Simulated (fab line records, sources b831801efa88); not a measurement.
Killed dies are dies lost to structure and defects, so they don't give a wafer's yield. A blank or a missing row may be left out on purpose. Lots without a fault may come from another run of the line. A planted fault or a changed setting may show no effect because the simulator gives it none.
fab line records | flow sky130
record lots=6 wafers=18 last_day=50
route steps=708 shown VT_ADJUST_PCH@153 SONOS_TUNNEL@154 PAD_OPEN@708
lots that met no fault: from a run of the same line without faults
start_h: hours from the record's first day to the start of the lot's first wafer shown | wait_h: hours since the lot's step before | " the same as in the row above | L1.1+2: a row that stands for several wafers | - no value, or no start given | * or withheld: withheld | < > ~ a bound
route shown NAME@n: a module of which the file shows steps, and the number in the route of the first | usual: mean/standard deviation of fault-free wafers | same: alike in all rows | chamber/n: place in a boat | sites: the reading at each site | _std_site: their standard deviation | _edge_site: outer sites' mean less inner sites' | radius_mm: how far each site lies from the wafer's centre | mask NAME#n: copy n | behind: the tool/chamber that last shaped the wafer | hold: why the lot was held/for how many hours/how that ended | device: the transistor (n, p or np) that didn't switch | end of line: the same wafers' tests at the end of the route | a step without rows: its recipe alone | killed: dies lost to structure and defects at the first sort, not the wafer's yield | map: a wafer's dies, x killed, . not, _ none there
set.NAME: the setting as run; set.NAME@STEP: as run at that earlier step | model.NAME: the simulator's own value behind a step, which no gauge read
lots at some steps of the route; a table a step, a row a wafer
services: from which hour (start_h, from the record's first day; less than 0 if before it) a tool's chamber was out of use, for how many hours, and why
## steps
# step SKY_VT_ADJUST_PCH_TW_MEAS_10
# usual VT_ADJUST_PCH_TW=143.4/0.78
# columns lot.wafer tool chamber start_h wait_h VT_ADJUST_PCH_TW
L477.2 film_metro-04 - 298.83 0.1 144.2
L477.3 " - " " 145.0
L477.4 " - " " 144.4
L480.1 film_metro-02 - 305.98 0.1 142.5
L480.2 " - " " 143.2
L480.4 " - " " 143.2
L481.2 film_metro-02 - 322.87 0.1 143.6
L481.3 " - " " 143.9
L481.4 " - " " 144.3
L483.1 film_metro-02 - 328.51 0.1 144.7
L483.4 " - " " 143.2
L483.5 " - " " 144.1
L491.2 film_metro-02 - 391.19 0.1 143.1
L491.4 " - " " 143.4
L491.5 " - " " 143.3
L493.4 film_metro-02 - 400.31 0.1 143.3
L493.5 " - " " 143.7
L493.6 " - " " 143.9
# step SKY_SONOS_TUNNEL_DEHYDRATE_00
# recipe temp_c=200 time_s=60
# step SKY_SONOS_TUNNEL_HMDS_01
# recipe prime_time_s=60 prime_temp_c=120
# step SKY_SONOS_TUNNEL_COAT_02
# recipe resist=NOVOLAK spin_rpm=3000 resist_thk_nm=1140
# step SKY_SONOS_TUNNEL_SOFTBAKE_03
# recipe temp_c=90 time_s=60 resist=NOVOLAK
# step SKY_SONOS_TUNNEL_EXPOSE_04
# recipe mask_id=TUNM na=0.6 source_shape=conventional sigma_outer=0.6 polarization=unpolarized target_cd_nm=410 dose_mj=136
# step SKY_SONOS_TUNNEL_PEB_05
# recipe temp_c=withheld time_s=* resist=NOVOLAK
# step SKY_SONOS_TUNNEL_DEVELOP_06
# recipe resist=NOVOLAK developer=TMAH develop_time_s=60 dev_temp_c=23
# step SKY_SONOS_TUNNEL_CD_MEAS_07
# recipe target_cd_nm=410
# usual cd_nm=409.2/2
# columns lot.wafer tool chamber start_h wait_h cd_nm
L477.2 cd_sem-02 - 324.64 0.1 407.0
L477.3 " - " " 408.3
L477.4 " - " " 408.0
L480.1 cd_sem-02 - 331.60 0.1 409.7
L480.2 " - " " 408.5
L480.4 " - " " 411.1
L481.2 cd_sem-02 - 349.87 0.1 408.4
L481.3 " - " " 410.3
L481.4 " - " " 410.2
L483.1 cd_sem-01 - 355.00 0.1 410.7
L483.4 " - " " 409.0
L483.5 " - " " 409.9
L491.2 cd_sem-01 - 419.12 0.1 407.0
L491.4 " - " " 406.7
L491.5 " - " " 404.1
L493.4 cd_sem-02 - 429.88 0.1 411.3
L493.5 " - " " 409.3
L493.6 " - " " 410.5
# step SKY_SONOS_TUNNEL_OVL_MEAS_08
# usual SONOS_TUNNEL_OVL=2.1/1.6
# columns lot.wafer tool chamber start_h wait_h SONOS_TUNNEL_OVL[nm]
L477.2 overlay-02 - 324.75 0.1 1.9
L477.3 " - " " 2.8
L477.4 " - " " 2.7
L480.1 overlay-02 - 331.72 0.1 0.6
L480.2 " - " " 1.0
L480.4 " - " " 2.5
L481.2 overlay-01 - 349.97 0.1 4.4
L481.3 " - " " 1.3
L481.4 " - " " 1.2
L483.1 overlay-01 - 355.12 0.1 0.8
L483.4 " - " " -0.2
L483.5 " - " " 0.0
L491.2 overlay-02 - 419.22 0.1 0.0
L491.4 " - " " 1.6
L491.5 " - " " -1.1
L493.4 overlay-02 - 429.96 0.1 3.4
L493.5 " - " " 4.3
L493.6 " - " " 4.6
# step SKY_SONOS_TUNNEL_IMPLANT_09
# recipe species=B energy_kev=20 dose_cm2=9.842e+11 tilt_deg=withheld
# step SKY_SONOS_TUNNEL_WET_ETCH_10
# recipe chemistry=dHF target_depth_nm=14 target=SiO2 dilution=100:1 temp_c=25 time_s=280
# step SKY_SONOS_TUNNEL_STRIP_11
# recipe chemistry=SPM time_s=600 temp_c=130
# usual bath_guard_temp_C=129.8/0.66 bath_heat_duty_pct=14.6/1.7
# columns lot.wafer tool chamber start_h wait_h bath_guard_temp_C bath_heat_duty_pct model.NOVOLAK_of_SONOS_TUNNEL_COAT_02.thk_nm
L477.2 wet_bench-02 1 325.01 0.0 130.6 16.7 0
L477.3 " 1 " " 130.6 16.4 0
L477.4 " 1 " " 130.5 14.3 0
L480.1 wet_bench-03 0 331.99 0.0 129.3 16.3 0
L480.2 " 0 " " 129.4 17.6 0
L480.4 " 0 " " 129.6 17.6 0
L481.2 wet_bench-03 1 350.24 0.0 - - 1146
L481.3 " 1 " " - - 1142
L481.4 " 1 " " - - 1146
L483.1 wet_bench-03 0 355.47 0.0 - - 1137
L483.4 " 0 " " - - 1139
L483.5 " 0 " " - - 1142
L491.2 wet_bench-01 3 419.75 0.0 129.9 16.4 0
L491.4 " 3 " " 130.0 16.2 0
L491.5 " 3 " " 129.7 15.4 0
L493.4 wet_bench-02 2 430.21 0.0 130.3 13.8 0
L493.5 " 2 " " 130.4 12.9 0
L493.6 " 2 " " 130.4 13.2 0
# step SKY_SONOS_TUNNEL_TW_MEAS_12
# usual SONOS_TUNNEL_TW=197.2/1
# columns lot.wafer tool chamber start_h wait_h SONOS_TUNNEL_TW
L477.2 film_metro-01 - 325.20 0.0 197.8
L477.3 " - " " 196.1
L477.4 " - " " 197.0
L480.1 film_metro-02 - 332.18 0.0 197.9
L480.2 " - " " 197.6
L480.4 " - " " 197.3
L481.2 film_metro-03 - 350.44 0.0 196.7
L481.3 " - " " 195.9
L481.4 " - " " 195.8
L483.1 film_metro-02 - 355.65 0.0 197.9
L483.4 " - " " 198.0
L483.5 " - " " 198.3
L491.2 film_metro-02 - 419.93 0.0 198.7
L491.4 " - " " 197.5
L491.5 " - " " 198.6
L493.4 film_metro-01 - 430.43 0.0 195.3
L493.5 " - " " 196.5
L493.6 " - " " 196.9
# step SKY_PAD_OPEN_PROBE_99
# usual killed_at_M0_to_M3=44/7.2 killed_at_M4_up=3.2/1.8 killed_at_contacts=24/5.4 killed_at_front_end=15/4 killed_at_other=0.3/0.56 killed_dies=87/9.2 killed_on_rim=17/4 killed_open=47/7.3 killed_short=39/5.7
# same gross_dies=492 killed_at_back_side=0
# columns lot.wafer tool chamber start_h wait_h killed_at_M0_to_M3 killed_at_M4_up killed_at_contacts killed_at_front_end killed_at_other killed_dies killed_on_rim killed_open killed_short
L480.1 prober-01 - 1138.25 0.1 42 3 25 14 1 85 16 44 41
L480.2 prober-01 - 1138.30 0.1 47 0 24 18 0 89 19 43 46
L480.4 prober-01 - 1138.40 0.2 49 5 18 12 0 84 18 45 39
L481.2 prober-02 - 1152.21 0.1 49 3 19 421 0 492 96 45 47
L481.3 prober-02 - 1152.26 0.2 45 5 17 425 0 492 96 38 43
L481.4 prober-02 - 1152.31 0.2 49 4 14 425 0 492 96 39 42
L483.1 prober-01 - 1152.51 0.1 37 3 17 435 0 492 96 40 28
L483.4 prober-01 - 1152.66 0.2 34 0 23 435 0 492 96 35 36
L483.5 prober-01 - 1152.71 0.2 54 2 27 409 0 492 96 55 41
L491.2 prober-01 - 1190.98 0.1 55 1 33 8 0 97 18 59 38
L491.4 prober-01 - 1191.08 0.2 54 1 29 16 0 100 19 64 36
L491.5 prober-01 - 1191.13 0.2 48 4 34 15 0 101 19 61 40
# killed by level:class
L480.1 VIA2:geometric_particle:open=9 METAL2:geometric_particle:short=9 CONTACT:geometric_particle:open=9 METAL1:geometric_particle:short=7 LI_CONTACT:geometric_particle:open=7 FIELD_ISO:geometric_particle:short=5 CONTACT:geometric_particle:short=5 VIA1:geometric_particle:open=5
L480.2 METAL2:geometric_particle:short=14 VIA1:geometric_particle:open=12 LI_CONTACT:geometric_particle:open=10 FIELD_ISO:geometric_particle:short=8 CONTACT:geometric_particle:short=6 VIA3:geometric_particle:open=6 FIELD_ISO:geometric_particle:open=5 CONTACT:geometric_particle:open=4
L480.4 VIA1:geometric_particle:open=8 METAL1:geometric_particle:short=7 VIA3:geometric_particle:open=7 CONTACT:geometric_particle:open=6 FIELD_ISO:geometric_particle:open=5 METAL2:geometric_particle:short=5 VIA2:geometric_particle:short=5 FIELD_ISO:geometric_particle:short=4
L481.2 SONOS_ONO:area_oxidation=399 VIA1:geometric_particle:open=11 METAL2:geometric_particle:short=7 LI_CONTACT:geometric_particle:open=6 METAL1:geometric_particle:short=6 FIELD_ISO:geometric_particle:short=5 POLY_GATE:geometric_particle:short=5 POLY_GATE:geometric_particle:open=5
L481.3 SONOS_ONO:area_oxidation=411 METAL1:geometric_particle:short=9 VIA1:geometric_particle:open=8 VIA2:geometric_particle:open=8 METAL2:geometric_particle:short=7 CONTACT:geometric_particle:open=6 VIA3:geometric_particle:open=5 POLY_GATE:geometric_particle:short=4
L481.4 SONOS_ONO:area_oxidation=410 VIA1:geometric_particle:open=9 VIA3:geometric_particle:open=9 FIELD_ISO:geometric_particle:short=7 VIA2:geometric_particle:open=7 VIA1:geometric_particle:short=6 CONTACT:geometric_particle:open=6 METAL2:geometric_particle:short=5
L483.1 SONOS_ONO:area_oxidation=423 VIA1:geometric_particle:open=12 CONTACT:geometric_particle:short=5 VIA2:geometric_particle:open=5 LI_CONTACT:geometric_particle:open=4 LOCAL_INTERCONNECT:geometric_particle:short=4 CONTACT:geometric_particle:open=4 METAL2:geometric_particle:short=4
L483.4 SONOS_ONO:area_oxidation=421 VIA1:geometric_particle:open=8 CONTACT:geometric_particle:open=7 FIELD_ISO:geometric_particle:short=6 LI_CONTACT:geometric_particle:open=6 LOCAL_INTERCONNECT:geometric_particle:short=5 METAL2:geometric_particle:short=5 VIA3:geometric_particle:open=5
L483.5 SONOS_ONO:area_oxidation=396 VIA1:geometric_particle:open=12 CONTACT:geometric_particle:short=8 VIA3:geometric_particle:open=8 CONTACT:geometric_particle:open=8 VIA2:geometric_particle:open=8 METAL1:geometric_particle:short=7 VIA1:geometric_particle:short=6
L491.2 VIA1:geometric_particle:open=19 CONTACT:geometric_particle:open=11 LI_CONTACT:geometric_particle:open=9 VIA3:geometric_particle:open=8 METAL2:geometric_particle:short=6 VIA2:geometric_particle:open=5 LI_CONTACT:geometric_particle:short=5 LOCAL_INTERCONNECT:geometric_particle:short=5
L491.4 VIA1:geometric_particle:open=17 CONTACT:geometric_particle:open=13 METAL2:geometric_particle:short=10 LI_CONTACT:geometric_particle:open=9 VIA3:geometric_particle:open=6 CONTACT:geometric_particle:short=5 METAL1:geometric_particle:short=5 VIA2:geometric_particle:open=5
L491.5 VIA1:geometric_particle:open=15 CONTACT:geometric_particle:open=14 VIA2:geometric_particle:open=9 LOCAL_INTERCONNECT:geometric_particle:short=8 LI_CONTACT:geometric_particle:open=5 METAL2:geometric_particle:short=5 FIELD_ISO:geometric_particle:open=3 SPACER:geometric_particle:open=3
# map L481.2 (x killed, . not)
__________xxxxxxxxxx_________
________xxxxxxxxxxxxxx_______
______xxxxxxxxxxxxxxxxxx_____
_____xxxxxxxxxxxxxxxxxxxx____
____xxxxxxxxxxxxxxxxxxxxxx___
___xxxxxxxxxxxxxxxxxxxxxxxx__
__xxxxxxxxxxxxxxxxxxxxxxxxxx_
_xxxxxxxxxxxxxxxxxxxxxxxxxxxx
_xxxxxxxxxxxxxxxxxxxxxxxxxxxx
_xxxxxxxxxxxxxxxxxxxxxxxxxxxx
_xxxxxxxxxxxxxxxxxxxxxxxxxxxx
_xxxxxxxxxxxxxxxxxxxxxxxxxxxx
_xxxxxxxxxxxxxxxxxxxxxxxxxxxx
_xxxxxxxxxxxxxxxxxxxxxxxxxxxx
_xxxxxxxxxxxxxxxxxxxxxxxxxxxx
__xxxxxxxxxxxxxxxxxxxxxxxxxx_
___xxxxxxxxxxxxxxxxxxxxxxxx__
____xxxxxxxxxxxxxxxxxxxxxx___
_____xxxxxxxxxxxxxxxxxxxx____
______xxxxxxxxxxxxxxxxxx_____
________xxxxxxxxxxxxxx_______
__________xxxxxxxxxx_________
# map L483.1 (x killed, . not)
__________xxxxxxxxxx_________
________xxxxxxxxxxxxxx_______
______xxxxxxxxxxxxxxxxxx_____
_____xxxxxxxxxxxxxxxxxxxx____
____xxxxxxxxxxxxxxxxxxxxxx___
___xxxxxxxxxxxxxxxxxxxxxxxx__
__xxxxxxxxxxxxxxxxxxxxxxxxxx_
_xxxxxxxxxxxxxxxxxxxxxxxxxxxx
_xxxxxxxxxxxxxxxxxxxxxxxxxxxx
_xxxxxxxxxxxxxxxxxxxxxxxxxxxx
_xxxxxxxxxxxxxxxxxxxxxxxxxxxx
_xxxxxxxxxxxxxxxxxxxxxxxxxxxx
_xxxxxxxxxxxxxxxxxxxxxxxxxxxx
_xxxxxxxxxxxxxxxxxxxxxxxxxxxx
_xxxxxxxxxxxxxxxxxxxxxxxxxxxx
__xxxxxxxxxxxxxxxxxxxxxxxxxx_
___xxxxxxxxxxxxxxxxxxxxxxxx__
____xxxxxxxxxxxxxxxxxxxxxx___
_____xxxxxxxxxxxxxxxxxxxx____
______xxxxxxxxxxxxxxxxxx_____
________xxxxxxxxxxxxxx_______
__________xxxxxxxxxx_________
## services
# columns tool chamber start_h hours kind
wet_bench-03 - 418.17 4.1 repair
## key
first_sign step=SKY_SONOS_TUNNEL_STRIP_11 reading=tool_record direction=missing
effect step=SKY_PAD_OPEN_PROBE_99 reading=killed_at_front_end direction=up sigmas=99+ usual=15 struck=425
model_effect step=SKY_SONOS_TUNNEL_STRIP_11 value=NOVOLAK_of_SONOS_TUNNEL_COAT_02.thk_nm without=0 struck=1142
more_kills_born_at SKY_SONOS_ONO_OXIDATION_00@furnace-01=1240 SKY_SONOS_ONO_OXIDATION_00@furnace-02=1220
met_at SKY_SONOS_TUNNEL_STRIP_11
struck_wafers L481.2,L481.3,L481.4,L483.1,L483.4,L483.5
later_rows_left_out L481.2,L481.3,L481.4,L483.1,L483.4,L483.5
tester_left_out L481,L483
onset_between 331.99 350.24
fault kind=skipped_step_whole tool=wet_bench-03 chamber=- onset_h=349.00 steps=SKY_SONOS_TUNNEL_STRIP_11 scope=struck_lots_only
# tester_left_out: of these lots the tester's yield and bins aren't shown, on N5 and GAA mostly nor the transistor test; their killed dies are dies lost to structure and defects alone, not to doping, threshold or leakage, so they don't give the yield
# later_rows_left_out: the simulator's readings of these wafers behind a module that went badly wrong aren't trusted and aren't shown, but for the sort
